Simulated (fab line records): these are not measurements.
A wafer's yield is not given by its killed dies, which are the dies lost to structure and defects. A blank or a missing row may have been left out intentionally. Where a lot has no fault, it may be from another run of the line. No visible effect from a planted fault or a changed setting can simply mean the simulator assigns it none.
fab line records -- flow sky130 -- part 1 of 2: steps 1 to 27 of 37
[record] lots = 5, wafers = 15, last-day = 50
route steps=708 shown VIA2@508 METAL3@532 CAPM@537
lots untouched by any fault: they come from a run of this same line in which no faults occurred
start-h: hours from the record's first day to the start of the lot's first wafer shown -- wait-h: time in hours since the lot's previous step -- " the same as in the row above -- L1.1+2: several wafers, shown together as one row -- - no value present, or no start provided -- * or withheld: withheld -- < > ~ a bound
route shown NAME@n: names a module that has steps shown in the file, with the first one's number in the route -- usual: average and standard deviation across the fault-free wafers -- same: alike in all rows -- chamber/n: place in a boat -- sites: per-site readings -- _std_site: how widely they spread, as a standard deviation -- _edge_site: the outer-site mean with the inner-site mean subtracted -- radius-mm: for every site, how far away it sits from the centre of the wafer -- mask NAME#n: copy n -- behind: the most recent tool/chamber to have shaped the wafer -- hold: cause of the lot's hold/its duration in hours/its outcome -- device: which transistor (n, p or np) failed to switch -- end of line: the same wafers' tests at the end of the route -- where a step has no rows: the recipe by itself -- killed: count of dies lost to structure and defects at first sort (not the wafer's yield) -- map: a wafer's dies, x killed, . not, _ none there
set.NAME: the run value of the setting; set.NAME@STEP: its run value at that earlier step -- model.NAME: the simulator's own value behind a step, which no gauge read
lots at selected steps of the route; one table per step, one row per wafer
services: the hour from which a tool's chamber was out of use, counted from the record's first day as start-h (under 0 if before that day), plus the number of hours and why
[[steps]]
[step SKY_VIA2_THK_MEAS_01]
[recipe] reads = SiO2_of_VIA2_HDPCVD_00
[usual] VIA2_HDPCVD_THK = 1177/15
lot.wafer,tool,chamber,start-h,wait-h,VIA2_HDPCVD_THK[nm]
L074.1,film-metro-04,-,834.90,0.1,1204
L074.3,film-metro-04,-,834.90,0.1,1177
L074.5,film-metro-04,-,834.90,0.1,1178
L082.1,film-metro-04,-,879.96,0.1,1160
L082.3,film-metro-04,-,879.96,0.1,1185
L082.6,film-metro-04,-,879.96,0.1,1175
L086.1,film-metro-03,-,912.46,0.1,1184
L086.2,film-metro-03,-,912.46,0.1,1172
L086.3,film-metro-03,-,912.46,0.1,1161
L095.2,film-metro-03,-,976.90,0.1,1173
L095.3,film-metro-03,-,976.90,0.1,1169
L095.4,film-metro-03,-,976.90,0.1,1180
L096.1,film-metro-03,-,982.70,0.1,1166
L096.4,film-metro-03,-,982.70,0.1,1173
L096.5,film-metro-03,-,982.70,0.1,1159
[step SKY_VIA2_CMP_02]
[recipe] material = SiO2, down-force-psi = 4, platen-rpm = 60, pad-velocity-m-s = 0.94248
[usual] motor-current-A = 12.1/1.5
lot.wafer,tool,chamber,start-h,wait-h,motor-current-A
L074.3,cmp-01,1,835.01,0.1,10.9
L074.1,cmp-01,3,835.01,0.1,12.7
L074.5,cmp-01,1,835.01,0.1,11.0
L082.1,cmp-01,2,880.02,0.1,11.8
L082.3,cmp-01,3,880.02,0.1,13.1
L082.6,cmp-01,2,880.02,0.1,12.1
L086.1,cmp-02,2,912.78,0.3,11.7
L086.2,cmp-02,3,912.78,0.3,10.8
L086.3,cmp-02,0,912.78,0.3,12.7
L095.3,cmp-01,1,976.95,0.0,10.2
L095.2,cmp-01,2,976.95,0.0,11.8
L095.4,cmp-01,3,976.95,0.0,12.3
L096.1,cmp-02,2,982.76,0.1,12.7
L096.4,cmp-02,3,982.76,0.1,10.6
L096.5,cmp-02,2,982.76,0.1,11.4
[step SKY_VIA2_BOW_MEAS_03]
[recipe] mode = bow
[usual] VIA2_BOW = 88/8.1
lot.wafer,tool,chamber,start-h,wait-h,VIA2_BOW[um]
L074.1,film-metro-03,-,835.26,0.1,91
L074.3,film-metro-03,-,835.26,0.1,92
L074.5,film-metro-03,-,835.26,0.1,92
L082.1,film-metro-03,-,880.32,0.2,93
L082.3,film-metro-03,-,880.32,0.2,79
L082.6,film-metro-03,-,880.32,0.2,88
L086.1,film-metro-04,-,913.08,0.2,80
L086.2,film-metro-04,-,913.08,0.2,94
L086.3,film-metro-04,-,913.08,0.2,78
L095.2,film-metro-02,-,977.27,0.2,88
L095.3,film-metro-02,-,977.27,0.2,86
L095.4,film-metro-02,-,977.27,0.2,99
L096.1,film-metro-04,-,983.06,0.2,84
L096.4,film-metro-04,-,983.06,0.2,81
L096.5,film-metro-04,-,983.06,0.2,81
[step SKY_VIA2_DEHYDRATE_04]
[recipe] temp-c = 200, time-s = 60
lot.wafer,tool,chamber,start-h,wait-h
L074.1+3+5,litho-track-02,0,847.40,12.1
L082.1+3+6,litho-track-04,0,893.18,12.8
L086.1+2+3,litho-track-01,0,924.85,11.7
L095.2+3+4,litho-track-01,0,988.62,11.3
L096.1+4+5,litho-track-02,0,993.70,10.6
[step SKY_VIA2_HMDS_05]
[recipe] prime-time-s = 60, prime-temp-c = 120
lot.wafer,tool,chamber,start-h,wait-h
L074.1+3+5,litho-track-02,0,847.55,0.1
L082.1+3+6,litho-track-04,0,893.33,0.1
L086.1+2+3,litho-track-01,0,925.00,0.1
L095.2+3+4,litho-track-01,0,988.77,0.1
L096.1+4+5,litho-track-02,0,993.85,0.1
[step SKY_VIA2_COAT_06]
[recipe] resist = BARC, temp-c = withheld, time-s = withheld, spin-rpm = 3000, resist-thk-nm = 60
[usual] dispense-pressure-kPa = 50/3.6
lot.wafer,tool,chamber,start-h,wait-h,dispense-pressure-kPa
L074.1,litho-track-02,0,847.70,0.1,46
L074.3,litho-track-02,0,847.70,0.1,46
L074.5,litho-track-02,0,847.70,0.1,46
L082.1,litho-track-04,0,893.48,0.1,56
L082.3,litho-track-04,0,893.48,0.1,56
L082.6,litho-track-04,0,893.48,0.1,56
L086.1,litho-track-01,0,925.15,0.1,49
L086.2,litho-track-01,0,925.15,0.1,49
L086.3,litho-track-01,0,925.15,0.1,49
L095.2,litho-track-01,0,988.92,0.1,49
L095.3,litho-track-01,0,988.92,0.1,49
L095.4,litho-track-01,0,988.92,0.1,49
L096.1,litho-track-02,0,994.00,0.1,46
L096.4,litho-track-02,0,994.00,0.1,46
L096.5,litho-track-02,0,994.00,0.1,46
[step SKY_VIA2_COAT_07]
[recipe] resist = KrF-thick, spin-rpm = 3000, resist-thk-nm = 450
[usual] dispense-pressure-kPa = 50/3.6
lot.wafer,tool,chamber,start-h,wait-h,dispense-pressure-kPa
L074.1,litho-track-02,0,-,-,46
L074.3,litho-track-02,0,-,-,46
L074.5,litho-track-02,0,-,-,46
L082.1,litho-track-04,0,-,-,56
L082.3,litho-track-04,0,-,-,56
L082.6,litho-track-04,0,-,-,56
L086.1,litho-track-01,0,-,-,49
L086.2,litho-track-01,0,-,-,49
L086.3,litho-track-01,0,-,-,49
L095.2,litho-track-01,0,-,-,49
L095.3,litho-track-01,0,-,-,49
L095.4,litho-track-01,0,-,-,49
L096.1,litho-track-02,0,-,-,46
L096.4,litho-track-02,0,-,-,46
L096.5,litho-track-02,0,-,-,46
[step SKY_VIA2_SOFTBAKE_08]
[recipe] temp-c = 100, time-s = 90, resist = KrF-thick
lot.wafer,tool,chamber,start-h,wait-h
L074.1+3+5,litho-track-02,0,-,-
L082.1+3+6,litho-track-04,0,-,-
L086.1+2+3,litho-track-01,0,-,-
L095.2+3+4,litho-track-01,0,-,-
L096.1+4+5,litho-track-02,0,-,-
[step SKY_VIA2_EXPOSE_09]
[recipe] mask-id = VIM2, na = 0.8, source-shape = annular, sigma-inner = 0.55, sigma-outer = 0.85, target-cd-nm = 200, dose-mj = 38
[usual] stage-vel-mm-s = 499.95/0.26
lot.wafer,tool,chamber,start-h,wait-h,mask,stage-vel-mm-s
L074.1,krf-scanner-01,0,-,-,VIM2#0,500.01
L074.3,krf-scanner-01,0,-,-,VIM2#0,500.46
L074.5,krf-scanner-01,0,-,-,VIM2#0,500.00
L082.1,krf-scanner-01,0,-,-,VIM2#0,500.21
L082.3,krf-scanner-01,0,-,-,VIM2#0,499.62
L082.6,krf-scanner-01,0,-,-,VIM2#0,500.08
L086.1,krf-scanner-02,0,-,-,VIM2#0,500.15
L086.2,krf-scanner-02,0,-,-,VIM2#0,500.04
L086.3,krf-scanner-02,0,-,-,VIM2#0,500.17
L095.2,krf-scanner-01,0,-,-,VIM2#0,499.86
L095.3,krf-scanner-01,0,-,-,VIM2#0,499.76
L095.4,krf-scanner-01,0,-,-,VIM2#0,499.69
L096.1,krf-scanner-01,0,-,-,VIM2#0,499.65
L096.4,krf-scanner-01,0,-,-,VIM2#0,499.91
L096.5,krf-scanner-01,0,-,-,VIM2#0,500.00
[step SKY_VIA2_PEB_10]
[recipe] peb-temp-c = withheld, peb-time-s = withheld, resist = KrF-thick
lot.wafer,tool,chamber,start-h,wait-h
L074.1+3+5,litho-track-04,0,-,-
L082.1+3+6,litho-track-04,0,-,-
L086.1+2+3,litho-track-01,0,-,-
L095.2+3+4,litho-track-01,0,-,-
L096.1+4+5,litho-track-02,0,-,-
[step SKY_VIA2_DEVELOP_11]
[recipe] develop-time-s = 60, resist = KrF-thick, dev-temp-c = 21
lot.wafer,tool,chamber,start-h,wait-h
L074.1+3+5,litho-track-04,0,-,-
L082.1+3+6,litho-track-04,0,-,-
L086.1+2+3,litho-track-01,0,-,-
L095.2+3+4,litho-track-01,0,-,-
L096.1+4+5,litho-track-02,0,-,-
[step SKY_VIA2_CD_MEAS_12]
[recipe] target-cd-nm = 200
[usual] cd-nm = 199.8/1.5
lot.wafer,tool,chamber,start-h,wait-h,cd-nm
L074.1,cd-sem-02,-,861.28,-,198.7
L074.3,cd-sem-02,-,861.28,-,198.8
L074.5,cd-sem-02,-,861.28,-,199.5
L082.1,cd-sem-01,-,906.13,-,200.2
L082.3,cd-sem-01,-,906.13,-,200.3
L082.6,cd-sem-01,-,906.13,-,201.7
L086.1,cd-sem-01,-,938.45,-,199.6
L086.2,cd-sem-01,-,938.45,-,202.8
L086.3,cd-sem-01,-,938.45,-,201.4
L095.2,cd-sem-02,-,1000.57,-,201.0
L095.3,cd-sem-02,-,1000.57,-,199.1
L095.4,cd-sem-02,-,1000.57,-,200.6
L096.1,cd-sem-01,-,1005.55,-,201.7
L096.4,cd-sem-01,-,1005.55,-,200.5
L096.5,cd-sem-01,-,1005.55,-,201.0
[step SKY_VIA2_OVL_MEAS_13]
[usual] VIA2_OVL = 3/5.9
lot.wafer,tool,chamber,start-h,wait-h,VIA2_OVL[nm]
L074.1,overlay-01,-,861.40,0.1,8
L074.3,overlay-01,-,861.40,0.1,-1
L074.5,overlay-01,-,861.40,0.1,2
L082.1,overlay-02,-,906.25,0.1,1
L082.3,overlay-02,-,906.25,0.1,12
L082.6,overlay-02,-,906.25,0.1,2
L086.1,overlay-02,-,938.57,0.1,-1
L086.2,overlay-02,-,938.57,0.1,-1
L086.3,overlay-02,-,938.57,0.1,0
L095.2,overlay-01,-,1000.68,0.1,6
L095.3,overlay-01,-,1000.68,0.1,17
L095.4,overlay-01,-,1000.68,0.1,8
L096.1,overlay-01,-,1005.67,0.1,7
L096.4,overlay-01,-,1005.67,0.1,10
L096.5,overlay-01,-,1005.67,0.1,11
[step SKY_VIA2_ETCH_14]
[recipe] chemistry = N2/H2, target = BARC, ion-energy-ev = 200, source-w = 500, bias-w = 100, pressure-mtorr = 30, n2-flow-sccm = 100, h2-flow-sccm = 200, stop-on = SiO2, time-s = 45.9, target-depth-a = 600
[usual] drypump-motor-current-A = 5.6/0.49, h2-flow-sccm = 200.0/0.57, oes-product-au = 0.855/0.0043, throttle-valve-pct = 13.224/0.0082
lot.wafer,tool,chamber,start-h,wait-h,drypump-motor-current-A,h2-flow-sccm,oes-product-au,rf-hours-counter-h,throttle-valve-pct
L074.1,rie-diel-04,2,861.44,0.0,6.2,199.9,0.849,3,13.218
L074.3,rie-diel-04,1,861.44,0.0,5.4,199.5,0.854,10,13.227
L074.5,rie-diel-04,1,861.44,0.0,5.4,199.6,0.858,-,13.220
L082.1,rie-diel-03,1,906.29,0.0,4.9,199.7,0.859,14,13.225
L082.3,rie-diel-03,2,906.29,0.0,5.3,198.8,0.860,7,13.236
L082.6,rie-diel-03,2,906.29,0.0,5.3,199.4,0.854,-,13.223
L086.1,rie-diel-04,2,938.60,0.0,6.1,199.0,0.853,5,13.223
L086.2,rie-diel-04,0,938.60,0.0,5.9,200.3,0.854,7,13.219
L086.3,rie-diel-04,1,938.60,0.0,5.4,199.7,0.855,12,13.231
L095.2,rie-diel-01,1,1000.71,0.0,5.0,200.0,0.860,23,13.223
L095.3,rie-diel-01,0,1000.71,0.0,5.9,200.6,0.852,24,13.223
L095.4,rie-diel-01,2,1000.71,0.0,6.5,201.2,0.854,22,13.224
L096.1,rie-diel-03,2,1005.71,0.0,5.3,199.8,0.859,10,13.231
L096.4,rie-diel-03,3,1005.71,0.0,6.2,200.1,0.855,15,13.230
L096.5,rie-diel-03,2,1005.71,0.0,5.3,201.7,0.861,-,13.223
[step SKY_VIA2_ETCH_15]
[recipe] target = SiO2, chemistry = C4F8/O2/Ar, target-depth-nm = 546, stop-on = TiN, mask-material = KrF-thick, source-w = 1500, bias-w = 1200, pressure-mtorr = 40, c4f8-flow-sccm = withheld, O2_flow_sccm = 6, Ar_flow_sccm = 300, time-s = 84
[usual] oes-product-au = 0.940/0.0051
lot.wafer,tool,chamber,start-h,wait-h,oes-product-au,rf-hours-counter-h
L074.1,rie-diel-04,2,861.48,0.0,0.940,3
L074.3,rie-diel-04,1,861.48,0.0,0.946,10
L074.5,rie-diel-04,1,861.48,0.0,0.942,-
L082.1,rie-diel-03,1,906.33,0.0,0.937,14
L082.3,rie-diel-03,2,906.33,0.0,0.941,7
L082.6,rie-diel-03,2,906.33,0.0,0.945,-
L086.1,rie-diel-04,2,938.65,0.0,0.943,5
L086.2,rie-diel-04,0,938.65,0.0,0.944,7
L086.3,rie-diel-04,1,938.65,0.0,0.935,12
L095.2,rie-diel-01,1,1000.75,0.0,0.943,23
L095.3,rie-diel-01,0,1000.75,0.0,0.945,24
L095.4,rie-diel-01,2,1000.75,0.0,0.940,22
L096.1,rie-diel-03,2,1005.75,0.0,0.936,10
L096.4,rie-diel-03,3,1005.75,0.0,0.936,15
L096.5,rie-diel-03,2,1005.75,0.0,0.931,-
[step SKY_VIA2_STRIP_16]
[recipe] chemistry = O2/N2, power-w = 1400, pressure-mtorr = 1500, platen-temp-c = withheld, o2-flow-sccm = 3000, n2-flow-sccm = 300, overash-fraction = 0.5
[usual] drypump-motor-current-A = 5.8/0.45, o2-flow-sccm = 3002/8.7, oes-product-au = 0.399/0.0048, strip-time-to-endpoint-s = 4.05/0.034
[same] overash-fraction = 0.5
lot.wafer,tool,chamber,start-h,wait-h,drypump-motor-current-A,o2-flow-sccm,oes-product-au,rf-hours-counter-h,strip-time-to-endpoint-s
L074.1,plasma-asher-04,1,861.54,0.0,6.5,3004,0.397,71,4.07
L074.3,plasma-asher-04,0,861.54,0.0,6.0,3011,0.393,-,4.03
L074.5,plasma-asher-04,1,861.54,0.0,6.5,3003,0.399,-,4.07
L082.1,plasma-asher-02,1,906.39,0.0,5.3,3010,0.394,17,4.00
L082.3,plasma-asher-02,1,906.39,0.0,5.3,3005,0.402,-,4.01
L082.6,plasma-asher-02,1,906.39,0.0,5.2,2999,0.390,-,4.04
L086.1,plasma-asher-02,0,938.71,0.0,5.6,3001,0.403,20,4.05
L086.2,plasma-asher-02,1,938.71,0.0,5.3,3003,0.402,20,4.08
L086.3,plasma-asher-02,0,938.71,0.0,5.6,3012,0.392,-,4.02
L095.2,plasma-asher-04,1,1000.81,0.0,6.5,3007,0.404,85,4.12
L095.3,plasma-asher-04,1,1000.81,0.0,6.5,3007,0.393,-,4.04
L095.4,plasma-asher-04,0,1000.81,0.0,6.0,3020,0.399,-,4.04
L096.1,plasma-asher-02,1,1005.81,0.0,5.3,2986,0.398,27,4.04
L096.4,plasma-asher-02,0,1005.81,0.0,5.6,3014,0.405,-,4.07
L096.5,plasma-asher-02,1,1005.81,0.0,5.3,3001,0.402,-,4.05
[step SKY_VIA2_STRIP_17]
[recipe] chemistry = post-etch-residue-remover, time-s = 1200, temp-c = 72.5
[usual] bath-heat-duty-pct = 14.4/1.8
lot.wafer,tool,chamber,start-h,wait-h,bath-heat-duty-pct
L074.1,wet-bench-04,1,861.64,0.1,14.4
L074.3,wet-bench-04,1,861.64,0.1,13.8
L074.5,wet-bench-04,1,861.64,0.1,15.7
L082.1,wet-bench-04,0,906.49,0.1,13.5
L082.3,wet-bench-04,0,906.49,0.1,13.4
L082.6,wet-bench-04,0,906.49,0.1,14.1
L086.1,wet-bench-03,0,938.81,0.1,12.8
L086.2,wet-bench-03,0,938.81,0.1,12.4
L086.3,wet-bench-03,0,938.81,0.1,13.8
L095.2,wet-bench-04,1,1000.91,0.1,15.0
L095.3,wet-bench-04,1,1000.91,0.1,15.2
L095.4,wet-bench-04,1,1000.91,0.1,14.8
L096.1,wet-bench-03,0,1005.91,0.1,14.2
L096.4,wet-bench-03,0,1005.91,0.1,14.6
L096.5,wet-bench-03,0,1005.91,0.1,14.1
[step SKY_VIA2_CLEAN_18]
[recipe] chemistry = IPA, time-s = 180, temp-c = 25
[usual] bath-heat-duty-pct = 5.9/0.97
lot.wafer,tool,chamber,start-h,wait-h,bath-heat-duty-pct
L074.1,wet-bench-02,1,861.98,0.0,4.9
L074.3,wet-bench-02,1,861.98,0.0,3.8
L074.5,wet-bench-02,1,861.98,0.0,4.4
L082.1,wet-bench-02,3,906.83,0.0,7.0
L082.3,wet-bench-02,3,906.83,0.0,7.0
L082.6,wet-bench-02,3,906.83,0.0,8.0
L086.1,wet-bench-04,3,939.15,0.0,5.9
L086.2,wet-bench-04,3,939.15,0.0,4.8
L086.3,wet-bench-04,3,939.15,0.0,4.9
L095.2,wet-bench-02,2,1001.28,0.0,8.2
L095.3,wet-bench-02,2,1001.28,0.0,7.5
L095.4,wet-bench-02,2,1001.28,0.0,6.7
L096.1,wet-bench-02,0,1006.25,0.0,6.8
L096.4,wet-bench-02,0,1006.25,0.0,6.8
L096.5,wet-bench-02,0,1006.25,0.0,6.6
[step SKY_VIA2_CLEAN_19]
[recipe] chemistry = O3/DIW, dry = n2-spin
lot.wafer,tool,chamber,start-h,wait-h
L074.1+3+5,wet-bench-04,2,862.05,0.0
L082.1+3+6,wet-bench-03,2,906.89,0.0
L086.1+2+3,wet-bench-03,3,939.21,0.0
L095.2+3+4,wet-bench-04,1,1001.35,0.0
L096.1+4+5,wet-bench-02,2,1006.40,0.0
[step SKY_VIA2_SPUTTER_20]
[recipe] material = TiN, target-thk-nm = 20, chamber-pressure-pa = 5, power-w = 4000, time-s = 80
[usual] throttle-valve-pct = 29.8/1
lot.wafer,tool,chamber,start-h,wait-h,throttle-valve-pct
L074.1,pvd-sputter-03,-,862.14,0.0,29.5
L074.3,pvd-sputter-03,-,862.14,0.0,28.8
L074.5,pvd-sputter-03,-,862.14,0.0,29.4
L082.1,pvd-sputter-02,-,906.99,0.0,30.4
L082.3,pvd-sputter-02,-,906.99,0.0,29.1
L082.6,pvd-sputter-02,-,906.99,0.0,29.2
L086.1,pvd-sputter-04,-,939.30,0.0,31.0
L086.2,pvd-sputter-04,-,939.30,0.0,28.1
L086.3,pvd-sputter-04,-,939.30,0.0,31.1
L095.2,pvd-sputter-02,-,1001.45,0.0,30.3
L095.3,pvd-sputter-02,-,1001.45,0.0,30.3
L095.4,pvd-sputter-02,-,1001.45,0.0,29.1
L096.1,pvd-sputter-02,-,1006.64,0.0,30.4
L096.4,pvd-sputter-02,-,1006.64,0.0,30.4
L096.5,pvd-sputter-02,-,1006.64,0.0,30.5
[step SKY_VIA2_CVD_21]
[recipe] material = W, target-thk-nm = 420, time-s = 126.4, temp-c = 400, pressure-torr = 40
[usual] heater-power-outer-w = 527/43, heater-power-w = 843/53, susceptor-temp-C = 399.99/0.2
lot.wafer,tool,chamber,start-h,wait-h,heater-power-outer-w,heater-power-w,since-wet-clean-h,susceptor-temp-C
L074.1,cvd-w-02,0,862.20,0.0,541,904,958,399.90
L074.3,cvd-w-02,0,862.20,0.0,539,892,-,399.94
L074.5,cvd-w-02,1,862.20,0.0,602,928,-,399.82
L082.1,cvd-w-01,0,907.05,0.0,462,767,503,399.92
L082.3,cvd-w-01,0,907.05,0.0,463,746,-,400.05
L082.6,cvd-w-01,1,907.05,0.0,529,846,-,399.64
L086.1,cvd-w-02,1,939.36,0.0,569,873,21,399.76
L086.2,cvd-w-02,0,939.36,0.0,518,846,21,399.84
L086.3,cvd-w-02,0,939.36,0.0,524,841,-,399.72
L095.2,cvd-w-02,0,1001.51,0.0,527,850,84,399.71
L095.3,cvd-w-02,0,1001.51,0.0,514,867,-,400.16
L095.4,cvd-w-02,1,1001.51,0.0,569,837,-,399.94
L096.1,cvd-w-01,1,1006.70,0.0,537,861,602,400.17
L096.4,cvd-w-01,0,1006.70,0.0,455,765,-,400.31
L096.5,cvd-w-01,0,1006.70,0.0,457,773,-,400.05
[step SKY_VIA2_RS_MEAS_22]
[recipe] thk-meas-gauge = four-point-probe, reads = W_of_VIA2_CVD_21+TiN_of_VIA2_SPUTTER_20
[usual] VIA2_W_RS = 0.274/0.0038
lot.wafer,tool,chamber,start-h,wait-h,VIA2_W_RS[ohm/sq]
L074.1,film-metro-04,-,862.33,0.1,0.271
L074.3,film-metro-04,-,862.33,0.1,0.270
L074.5,film-metro-04,-,862.33,0.1,0.267
L082.1,film-metro-02,-,907.18,0.1,0.271
L082.3,film-metro-02,-,907.18,0.1,0.273
L082.6,film-metro-02,-,907.18,0.1,0.276
L086.1,film-metro-03,-,939.49,0.1,0.277
L086.2,film-metro-03,-,939.49,0.1,0.275
L086.3,film-metro-03,-,939.49,0.1,0.271
L095.2,film-metro-04,-,1001.66,0.1,0.276
L095.3,film-metro-04,-,1001.66,0.1,0.274
L095.4,film-metro-04,-,1001.66,0.1,0.277
L096.1,film-metro-02,-,1006.83,0.1,0.277
L096.4,film-metro-02,-,1006.83,0.1,0.274
L096.5,film-metro-02,-,1006.83,0.1,0.273
[step SKY_VIA2_THK_MEAS_23]
[recipe] thk-meas-gauge = xrf, reads = W_of_VIA2_CVD_21
[usual] VIA2_W_THK = 408/6.1
lot.wafer,tool,chamber,start-h,wait-h,VIA2_W_THK[nm]
L074.1,film-metro-04,-,862.45,0.1,417
L074.3,film-metro-04,-,862.45,0.1,418
L074.5,film-metro-04,-,862.45,0.1,420
L082.1,film-metro-02,-,907.30,0.1,411
L082.3,film-metro-02,-,907.30,0.1,411
L082.6,film-metro-02,-,907.30,0.1,406
L086.1,film-metro-03,-,939.61,0.1,400
L086.2,film-metro-03,-,939.61,0.1,404
L086.3,film-metro-03,-,939.61,0.1,406
L095.2,film-metro-04,-,1001.77,0.1,406
L095.3,film-metro-04,-,1001.77,0.1,407
L095.4,film-metro-04,-,1001.77,0.1,399
L096.1,film-metro-02,-,1006.95,0.1,406
L096.4,film-metro-02,-,1006.95,0.1,411
L096.5,film-metro-02,-,1006.95,0.1,413
[step SKY_VIA2_CMP_24]
[recipe] stop-on = SiO2, t-overpolish-s = 20, down-force-psi = 3.5, platen-rpm = 60, target-thk-nm = 0, pad-velocity-m-s = 0.94248
[usual] motor-current-A = 10.8/1.2, overpolish-run-s = 20.000/0.0091, time-to-endpoint-s = 102/3.9
lot.wafer,tool,chamber,start-h,wait-h,motor-current-A,overpolish-run-s,time-to-endpoint-s
L074.3,cmp-02,3,862.61,0.1,9.7,19.977,103
L074.1,cmp-02,0,862.61,0.1,11.5,20.006,104
L074.5,cmp-02,1,862.61,0.1,10.5,20.004,109
L082.3,cmp-01,2,907.36,0.0,11.0,19.998,101
L082.1,cmp-01,3,907.36,0.0,12.0,19.998,105
L082.6,cmp-01,2,907.36,0.0,10.8,20.015,100
L086.2,cmp-01,0,939.67,0.0,13.6,20.013,99
L086.1,cmp-01,1,939.67,0.0,9.6,19.999,102
L086.3,cmp-01,3,939.67,0.0,11.7,20.001,103
L095.4,cmp-01,0,1001.82,0.0,14.1,20.006,94
L095.3,cmp-01,2,1001.82,0.0,11.6,20.004,102
L095.2,cmp-01,3,1001.82,0.0,11.8,20.000,99
L096.1,cmp-02,2,1007.01,0.1,11.1,19.986,104
L096.4,cmp-02,0,1007.01,0.1,11.9,20.005,105
L096.5,cmp-02,3,1007.01,0.1,9.3,19.995,101
[step SKY_METAL3_SPUTTER_00]
[recipe] material = Ti, target-thk-nm = 15, power-w = 3000, time-s = 10, chamber-pressure-pa = 0.4
[usual] throttle-valve-pct = 29.7/1.3
lot.wafer,tool,chamber,start-h,wait-h,throttle-valve-pct
L074.1,pvd-sputter-04,-,862.81,0.1,30.1
L074.3,pvd-sputter-04,-,862.81,0.1,30.9
L074.5,pvd-sputter-04,-,862.81,0.1,28.0
L082.1,pvd-sputter-04,-,907.66,0.2,30.8
L082.3,pvd-sputter-04,-,907.66,0.2,30.1
L082.6,pvd-sputter-04,-,907.66,0.2,31.1
L086.1,pvd-sputter-03,-,939.97,0.2,29.5
L086.2,pvd-sputter-03,-,939.97,0.2,27.0
L086.3,pvd-sputter-03,-,939.97,0.2,28.5
L095.2,pvd-sputter-04,-,1002.12,0.1,28.0
L095.3,pvd-sputter-04,-,1002.12,0.1,30.2
L095.4,pvd-sputter-04,-,1002.12,0.1,28.2
L096.1,pvd-sputter-03,-,1007.31,0.2,28.4
L096.4,pvd-sputter-03,-,1007.31,0.2,29.4
L096.5,pvd-sputter-03,-,1007.31,0.2,27.0
[step SKY_METAL3_SPUTTER_01]
[recipe] material = TiN, target-thk-nm = 20, power-w = 6500, time-s = 16.7, chamber-pressure-pa = 0.4
[usual] throttle-valve-pct = 29.6/1.3
lot.wafer,tool,chamber,start-h,wait-h,throttle-valve-pct
L074.1,pvd-sputter-04,-,862.83,0.0,30.0
L074.3,pvd-sputter-04,-,862.83,0.0,30.8
L074.5,pvd-sputter-04,-,862.83,0.0,28.0
L082.1,pvd-sputter-04,-,907.69,0.0,31.1
L082.3,pvd-sputter-04,-,907.69,0.0,30.2
L082.6,pvd-sputter-04,-,907.69,0.0,31.0
L086.1,pvd-sputter-03,-,940.00,0.0,29.8
L086.2,pvd-sputter-03,-,940.00,0.0,27.0
L086.3,pvd-sputter-03,-,940.00,0.0,28.8
L095.2,pvd-sputter-04,-,1002.15,0.0,28.3
L095.3,pvd-sputter-04,-,1002.15,0.0,30.3
L095.4,pvd-sputter-04,-,1002.15,0.0,28.2
L096.1,pvd-sputter-03,-,1007.34,0.0,28.7
L096.4,pvd-sputter-03,-,1007.34,0.0,29.4
L096.5,pvd-sputter-03,-,1007.34,0.0,27.2
[step SKY_METAL3_SPUTTER_02]
[recipe] material = AlCu, target-thk-nm = 735, power-w = 10600, time-s = 39.1, chamber-pressure-pa = 0.4
[usual] throttle-valve-pct = 29.7/1.3
lot.wafer,tool,chamber,start-h,wait-h,throttle-valve-pct
L074.1,pvd-sputter-04,-,862.86,0.0,30.0
L074.3,pvd-sputter-04,-,862.86,0.0,30.7
L074.5,pvd-sputter-04,-,862.86,0.0,28.0
L082.1,pvd-sputter-04,-,907.71,0.0,31.0
L082.3,pvd-sputter-04,-,907.71,0.0,30.1
L082.6,pvd-sputter-04,-,907.71,0.0,31.3
L086.1,pvd-sputter-03,-,940.02,0.0,29.5
L086.2,pvd-sputter-03,-,940.02,0.0,27.2
L086.3,pvd-sputter-03,-,940.02,0.0,28.6
L095.2,pvd-sputter-04,-,1002.17,0.0,28.1
L095.3,pvd-sputter-04,-,1002.17,0.0,30.2
L095.4,pvd-sputter-04,-,1002.17,0.0,28.1
L096.1,pvd-sputter-03,-,1007.36,0.0,28.7
L096.4,pvd-sputter-03,-,1007.36,0.0,29.7
L096.5,pvd-sputter-03,-,1007.36,0.0,27.1
